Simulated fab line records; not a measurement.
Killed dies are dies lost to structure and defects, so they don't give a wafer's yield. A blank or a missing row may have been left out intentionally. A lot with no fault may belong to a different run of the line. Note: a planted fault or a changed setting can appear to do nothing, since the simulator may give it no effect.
Matching of chambers :: flow sfq line :: 4 sister chambers for SFQ_TRILAYER_I1_CMP_CMP_046 on cmp-02
The step polishes SiO2. 16 wafers are shown with their chamber, then 8 later ones without.

== WAFERS PAIRED WITH THEIR CHAMBERS ==
wafer: L495.3
chamber: 2
motor current A (A): 8.0
time to endpoint s (s): 214
slurry filter dp kPa (kPa): 13.54

wafer: L495.1
chamber: 0
motor current A (A): 9.6
time to endpoint s (s): 212
slurry filter dp kPa (kPa): 13.73

wafer: L495.2
chamber: 1
motor current A (A): 9.3
time to endpoint s (s): 212
slurry filter dp kPa (kPa): 13.79

wafer: L496.1
chamber: 3
motor current A (A): 11.4
time to endpoint s (s): 212
slurry filter dp kPa (kPa): 13.50

wafer: L496.3
chamber: 2
motor current A (A): 8.7
time to endpoint s (s): 206
slurry filter dp kPa (kPa): 13.19

wafer: L496.2
chamber: 1
motor current A (A): 9.4
time to endpoint s (s): 204
slurry filter dp kPa (kPa): 13.49

wafer: L499.3
chamber: 1
motor current A (A): 9.8
time to endpoint s (s): 218
slurry filter dp kPa (kPa): 13.26

wafer: L499.4
chamber: 0
motor current A (A): 9.6
time to endpoint s (s): 223
slurry filter dp kPa (kPa): 13.69

wafer: L499.1
chamber: 3
motor current A (A): 11.0
time to endpoint s (s): 202
slurry filter dp kPa (kPa): 13.53

wafer: L502.1
chamber: 1
motor current A (A): 9.5
time to endpoint s (s): 202
slurry filter dp kPa (kPa): 13.42

wafer: L502.4
chamber: 0
motor current A (A): 9.4
time to endpoint s (s): 221
slurry filter dp kPa (kPa): 13.49

wafer: L502.6
chamber: 3
motor current A (A): 11.7
time to endpoint s (s): 207
slurry filter dp kPa (kPa): 13.70

wafer: L503.1
chamber: 3
motor current A (A): 10.9
time to endpoint s (s): 209
slurry filter dp kPa (kPa): 13.33

wafer: L503.3
chamber: 2
motor current A (A): 8.6
time to endpoint s (s): 215
slurry filter dp kPa (kPa): 13.43

wafer: L503.5
chamber: 2
motor current A (A): 8.6
time to endpoint s (s): 218
slurry filter dp kPa (kPa): 13.36

wafer: L510.4
chamber: 3
motor current A (A): 11.0
time to endpoint s (s): 216
slurry filter dp kPa (kPa): 13.69

SIGNATURES (means of the wafers above)
reading: motor current A
chamber 0: 9.533
chamber 1: 9.500
chamber 2: 8.475
chamber 3: 11.200
scatter within a chamber: 0.279

reading: time to endpoint s
chamber 0: 218.67
chamber 1: 209.00
chamber 2: 213.25
chamber 3: 209.20
scatter within a chamber: 5.93

reading: slurry filter dp kPa
chamber 0: 13.6367
chamber 1: 13.4900
chamber 2: 13.3800
chamber 3: 13.5500
scatter within a chamber: 0.168
Rule: for a wafer and a chamber, the distance is found by dividing, reading by reading, the gap between the wafer's reading and the chamber's mean by the reading's scatter, squaring, summing and taking the root. The wafer belongs to the nearest chamber; if the next one is less than 2 further off, it can't be placed. The scatter is the square root of a quotient: the sum, over the shown wafers, of each reading's squared deviation from its chamber's mean, divided by wafers minus chambers.

== WAFERS WHOSE CHAMBER IS MISSING ==
wafer: L510.2
motor current A (A): 9.4
time to endpoint s (s): 217
slurry filter dp kPa (kPa): 13.64

wafer: L510.6
motor current A (A): 8.2
time to endpoint s (s): 218
slurry filter dp kPa (kPa): 13.31

wafer: L513.3
motor current A (A): 8.7
time to endpoint s (s): 215
slurry filter dp kPa (kPa): 13.43

wafer: L513.5
motor current A (A): 11.2
time to endpoint s (s): 212
slurry filter dp kPa (kPa): 13.43

wafer: L513.6
motor current A (A): 9.2
time to endpoint s (s): 222
slurry filter dp kPa (kPa): 13.61

wafer: L517.1
motor current A (A): 9.8
time to endpoint s (s): 214
slurry filter dp kPa (kPa): 13.48

wafer: L517.5
motor current A (A): 9.9
time to endpoint s (s): 225
slurry filter dp kPa (kPa): 13.63

wafer: L517.6
motor current A (A): 9.2
time to endpoint s (s): 210
slurry filter dp kPa (kPa): 13.38

== WHICH CHAMBER EACH WENT THROUGH ==
wafer: L510.2
from the rows above: can't be placed: 0 or 1
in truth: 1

wafer: L510.6
from the rows above: 2
in truth: 2

wafer: L513.3
from the rows above: 2
in truth: 2

wafer: L513.5
from the rows above: 3
in truth: 3

wafer: L513.6
from the rows above: can't be placed: 0 or 1 or 2
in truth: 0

wafer: L517.1
from the rows above: can't be placed: 1 or 0
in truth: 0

wafer: L517.5
from the rows above: can't be placed: 0 or 1
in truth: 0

wafer: L517.6
from the rows above: can't be placed: 1 or 0 or 2
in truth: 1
Correct placement for 3 of the 8. Not placeable from these rows: 5 (in 5, the candidates include the true chamber). 0 placed wrongly.
